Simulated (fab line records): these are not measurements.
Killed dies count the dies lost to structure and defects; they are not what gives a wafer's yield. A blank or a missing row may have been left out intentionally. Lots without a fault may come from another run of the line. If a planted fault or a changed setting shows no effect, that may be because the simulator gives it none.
Which tool did it?	flow gf180mcu	14 lots with 42 wafers sampled at 2 steps, on a route of 602 steps

== WHAT THE GAUGES READ, wafer by wafer ==
GF_STI_THK_MEAS_22. Usual: STI_OXIDATION_01_THK gives 15.17 nm (standard deviation 0.24).
lot	measured	on	STI_OXIDATION_01_THK (nm)	flag
L776	day 2 09:23	film-metro-03	15.23 14.76 15.37	
L777	day 2 15:44	film-metro-01	15.28 15.28 15.27	
L779	day 2 23:38	film-metro-01	15.06 15.43 15.25	
L780	day 3 07:32	film-metro-04	14.74 14.99 14.64	
L781	day 3 11:34	film-metro-04	15.61 15.68 15.44	
L783	day 3 21:52	film-metro-04	15.52 15.46 15.69	
L784	day 4 02:53	film-metro-01	15.23 15.48 15.13	
L785	day 4 06:17	film-metro-03	15.10 15.24 15.06	
L786	day 4 11:54	film-metro-04	15.26 15.05 15.39	
L787	day 4 17:02	film-metro-03	14.95 14.95 15.07	
L789	day 5 04:59	film-metro-01	15.06 15.04 14.86	
L794	day 6 05:06	film-metro-03	- - -	OFF
L795	day 6 10:23	film-metro-01	- - -	OFF
L796	day 6 17:13	film-metro-04	15.32 15.38 15.23	

== TOOL THAT RAN EACH LOT (tool first, then ch and the chambers of the sampled wafers, then the start) ==
lot	GF_STI_CVD_03
L776	lpcvd-02 ch 0, day 1 17:04
L777	lpcvd-02 ch 0, day 1 21:34
L779	lpcvd-01 ch 0, day 2 07:34
L780	lpcvd-02 ch 0, day 2 14:40
L781	lpcvd-01 ch 0, day 2 17:34
L783	lpcvd-01 ch 1, day 3 03:34
L784	lpcvd-01 ch 0, day 3 10:05
L785	lpcvd-02 ch 0, day 3 13:34
L786	lpcvd-01 ch 0, day 3 18:34
L787	lpcvd-01 ch 0, day 3 23:34
L789	lpcvd-02 ch 1, day 4 10:36
L794	lpcvd-02 ch 1, day 5 10:44
L795	lpcvd-02 ch 1, day 5 15:34
L796	lpcvd-01 ch 1, day 5 21:27
- GF_STI_CVD_03: deposits Si3N4 from DCS/NH3, target thk 207.16 nm, time 3551 s.

== WHAT THE TOOLS THEMSELVES READ (means of the sampled wafers that have a number; where no wafer has one, the mark that the record gives instead) ==
GF_STI_CVD_03. Usual: pressure-mtorr 249.9 mTorr, standard deviation 0.43; spike-tc-bottom-C 790.1 C, standard deviation 2.9; spike-tc-upper-C 770.4 C, standard deviation 1.2; zone-power-bottom-pct 19.9 %, standard deviation 1.6; zone-power-lower-pct 13.3 %, standard deviation 0.55.
lot	tool	pressure-mtorr (mTorr)	spike-tc-bottom-C (C)	spike-tc-upper-C (C)	zone-power-bottom-pct (%)	zone-power-lower-pct (%)	flag
L776	lpcvd-02	249.3	789.4	770.0	18.6	14.0	
L777	lpcvd-02	250.0	789.8	769.9	18.5	14.1	
L779	lpcvd-01	249.8	793.1	769.8	22.5	13.2	
L780	lpcvd-02	249.3	789.1	769.2	18.6	14.1	
L781	lpcvd-01	250.0	793.8	769.1	22.4	13.1	
L783	lpcvd-01	249.8	785.9	771.4	19.2	13.3	
L784	lpcvd-01	249.6	794.4	769.6	22.2	13.2	
L785	lpcvd-02	249.9	790.7	769.3	18.6	14.1	
L786	lpcvd-01	250.5	794.7	770.4	22.2	13.2	
L787	lpcvd-01	250.4	793.1	769.8	22.6	13.2	
L789	lpcvd-02	249.7	789.0	769.7	18.6	12.7	
L794	lpcvd-02	-	-	-	-	-	OFF
L795	lpcvd-02	-	-	-	-	-	OFF
L796	lpcvd-01	249.8	786.8	772.3	19.0	13.3	

== THE ANSWER, worked out from the rows above alone ==
Rule: a lot counts as off when the mean over its wafers that have a number is more than 3 standard deviations away from the usual mean. Also off: a lot with no number at a reading for which 4 or more lots have one. Any other lot the step has rows for is counted as sound. First the gauges in route order, then the tools' own readings, where a lot's mean is used as printed above. At the first step where some lot is off, the reading lying furthest off is the one used; lots without a number count as furthest.
Off: L794, L795, seen at GF_STI_THK_MEAS_22 (STI_OXIDATION_01_THK). Without a number there: L794, L795.
A tool fits if, at a process step before that reading, it ran every lot that is off, and no sound lot after the first of them. The gauges at GF_STI_THK_MEAS_22 aren't tried: what is off there is off at GF_STI_CVD_03 too, on other tools, and a gauge's error can't cause that. One fits: lpcvd-02 at GF_STI_CVD_03. Its last sound lot is L789 (day 4 10:36), its first lot that is off L794 (day 5 10:44): a fault that began between those two fits.
Blank at GF_STI_CVD_03 on the lots that are off, where sound lots have numbers: pressure-mtorr, spike-tc-bottom-C, spike-tc-upper-C, zone-power-bottom-pct, zone-power-lower-pct.

== WHAT THE SIMULATOR PUT IN ==
Whole step skipped at GF_STI_CVD_03 on lpcvd-02, starting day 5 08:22. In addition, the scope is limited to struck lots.
Struck lots among those shown: L794, L795. Same finding as the rule above.
